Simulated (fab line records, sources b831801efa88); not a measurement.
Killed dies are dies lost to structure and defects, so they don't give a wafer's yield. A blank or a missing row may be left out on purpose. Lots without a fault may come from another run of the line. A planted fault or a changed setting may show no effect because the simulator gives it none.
Which tool did it? | flow gf180mcu | 15 lots, 45 wafers sampled, at 2 steps of a route of 602

WHAT THE GAUGES READ, wafer by wafer
GF_V1_BOW_MEAS_05.
lot  | measured     | on            | V1_BOW (um)
L964 | day 16 23:07 | film_metro-04 | 91 78 86
L966 | day 17 18:19 | film_metro-02 | 85 83 87
L968 | day 18 18:56 | film_metro-03 | 86 83 80
L969 | day 19 07:31 | film_metro-03 | 82 73 85
L970 | day 19 12:31 | film_metro-02 | 87 75 83
L971 | day 19 16:59 | film_metro-04 | 85 88 74
L972 | day 20 07:16 | film_metro-02 | 82 82 71
L973 | day 20 08:59 | film_metro-03 | 82 80 76
L981 | day 24 00:26 | film_metro-04 | 85 73 103
L982 | day 24 01:34 | film_metro-02 | 69 78 78
L983 | day 24 06:56 | film_metro-04 | 84 88 96
L984 | day 24 08:28 | film_metro-03 | 79 88 89
L985 | day 24 10:55 | film_metro-03 | 85 85 86
L986 | day 25 02:41 | film_metro-02 | 80 96 86
L987 | day 25 15:08 | film_metro-02 | 87 80 85

WHICH TOOL RAN EACH LOT (tool, then ch and the chambers of the sampled wafers, then the start)
lot  | GF_V1_CVD_02
L964 | pecvd-04 ch 0,2, day 16 22:38
L966 | pecvd-01 ch 0,1,2, day 17 17:52
L968 | pecvd-02 ch 0,1,2, day 18 18:30
L969 | pecvd-01 ch 0,2, day 19 07:05
L970 | pecvd-04 ch 0,1,2, day 19 12:04
L971 | pecvd-04 ch 0,1,2, day 19 16:32
L972 | pecvd-04 ch 0,1,2, day 20 06:50
L973 | pecvd-01 ch 0,2, day 20 08:31
L981 | pecvd-04 ch 0,1,2, day 23 23:58
L982 | pecvd-01 ch 0,1,2, day 24 01:08
L983 | pecvd-04 ch 0,1, day 24 06:28
L984 | pecvd-01 ch 1,2, day 24 08:01
L985 | pecvd-02 ch 0,1, day 24 10:29
L986 | pecvd-02 ch 1,2, day 25 02:15
L987 | pecvd-01 ch 0,1,2, day 25 14:41
- GF_V1_CVD_02: deposits SiO2 from TEOS, target thk 850 nm, time 94.851 s.

WHAT THE TOOLS THEMSELVES READ (means of the sampled wafers that have a number; where no wafer has one, the mark that the record gives instead)
GF_V1_CVD_02.
lot  | tool     | heater_power_w (W)
L964 | pecvd-04 | 552
L966 | pecvd-01 | 654
L968 | pecvd-02 | 744
L969 | pecvd-01 | 642
L970 | pecvd-04 | 654
L971 | pecvd-04 | 651
L972 | pecvd-04 | 635
L973 | pecvd-01 | 606
L981 | pecvd-04 | 615
L982 | pecvd-01 | 636
L983 | pecvd-04 | 667
L984 | pecvd-01 | 611
L985 | pecvd-02 | 781
L986 | pecvd-02 | 820
L987 | pecvd-01 | 638

THE ANSWER, worked out from the rows above alone
Rule: what is usual is taken from the lots themselves. Put in order of their means at a reading, lots are off if they are a third of the lots or fewer, leave a main group of 4 or more, and stand apart from it by a gap of 3 or more times the standard deviation of the main group's means; of several such gaps the widest counts. A main group whose means are all the same, to the digits that the tables above print for the reading, isn't used. A lot without any number at a reading at which 4 lots or more have one is off too. The other lots that the step has rows for count as sound. The gauges are gone through in route order, then the tools' own readings, and for those a lot's mean is taken as printed above. The first step at which some lot is off is used, and at that step the reading that is off furthest; a lot without a number counts as furthest.
No lot is off at any reading shown: from this, nothing can be told.

WHAT THE SIMULATOR HAD PUT IN
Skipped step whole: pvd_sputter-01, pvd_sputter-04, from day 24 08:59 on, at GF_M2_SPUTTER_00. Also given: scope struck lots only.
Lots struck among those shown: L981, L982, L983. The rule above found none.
